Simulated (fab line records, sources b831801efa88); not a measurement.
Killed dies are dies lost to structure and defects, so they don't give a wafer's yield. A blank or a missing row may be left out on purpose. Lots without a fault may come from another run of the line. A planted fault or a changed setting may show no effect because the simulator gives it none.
A struck lot beside a sound one | flow sky130 | 13 steps out of a route of 708
Sound: wafers L493.3, L493.4, L493.6. Struck: wafers L509.4, L509.5, L509.6. The cause comes at the end.
At each step with rows: each side's tool, then ch and its chambers, then its first start. Under that, the readings that differ: sound wafers | struck wafers | difference of the means | sigmas: that difference in standard deviations of wafers without a fault.
alike: readings whose means differ by less than 2 such deviations, and words and numbers that are the same on both sides. not compared: withheld readings, readings that some wafer has no value for, bounds like >300 that may hide the same value, and numbers for which the record gives no deviation and whose values overlap.
The two part at a step that has a row with sigmas, a row that says differs or no value, or rows on one side only. Numbers that don't overlap but have no deviation are shown without sigmas and don't part them. A reading that every wafer of one side lacks parts them only if that side has two wafers or more.

first, 1 step without rows for these wafers: SKY_NWELL_IMPLANT_24.
SKY_NWELL_STRIP_25: strips in O2/N2.
  sound on plasma_asher-02 ch 0,1, day 5 22:19; struck on plasma_asher-04 ch 0,1, day 10 08:22
  alike: drypump_motor_current_A, oes_product_au, strip_time_to_endpoint_s
  not compared: rf_hours_counter_h
SKY_NWELL_TW_MEAS_26:
  sound on film_metro-03, day 5 22:24; struck on film_metro-01, day 10 08:28
  reading    | sound       | struck      | difference | sigmas
  NWELL_2_TW | 496 496 496 | 484 484 486 | -11        | -2
then, 1 step without rows for these wafers: SKY_NWELL_CLEAN_27 (cleans in SC1/SC2, time 150 s).
SKY_NWELL_RTA_28: time 30 s.
  sound on rtp_anneal-02 ch 0, day 5 22:32; struck on rtp_anneal-02 ch 0, day 10 08:35
  alike: anneal_temp_c_max, lamp_power_pct, ramp_up_c_per_s, wafer_temp_C_max
SKY_NWELL_RS_MEAS_29: measures by four-point-probe.
  sound on film_metro-04, day 5 22:38; struck on film_metro-03, day 10 08:42
  alike: NWELL_RS
SKY_NWELL_RS_MEAS_31: measures by four-point-probe.
  sound on film_metro-04, day 5 22:53; struck on film_metro-03, day 10 08:56
  alike: PWDE_RS
then, 4 steps without rows for these wafers: SKY_VT_ADJUST_HVTP_DEHYDRATE_00 (time 60 s); SKY_VT_ADJUST_HVTP_HMDS_01 (prime time 60 s); SKY_VT_ADJUST_HVTP_COAT_02 (resist thk 1140 nm); SKY_VT_ADJUST_HVTP_SOFTBAKE_03 (time 60 s).
SKY_VT_ADJUST_HVTP_EXPOSE_04: exposes mask HVTPM, target cd 380 nm.
  sound on iline_stepper-02 ch 0, day 6 07:50; struck on iline_stepper-02, day 10 20:20
  no value came back on the struck wafers for any of 5 readings (exposure_dose_mJ_cm2, focus_offset_nm (nm) and others); on the sound wafers exposure_dose_mJ_cm2 reads 139.09 139.13 139.21
  alike: mask
then, 1 step without rows for these wafers: SKY_VT_ADJUST_HVTP_PEB_05.

WHERE THEY PART
First at SKY_NWELL_TW_MEAS_26; last, within this record, at SKY_VT_ADJUST_HVTP_EXPOSE_04.

WHY: what the simulator had put in
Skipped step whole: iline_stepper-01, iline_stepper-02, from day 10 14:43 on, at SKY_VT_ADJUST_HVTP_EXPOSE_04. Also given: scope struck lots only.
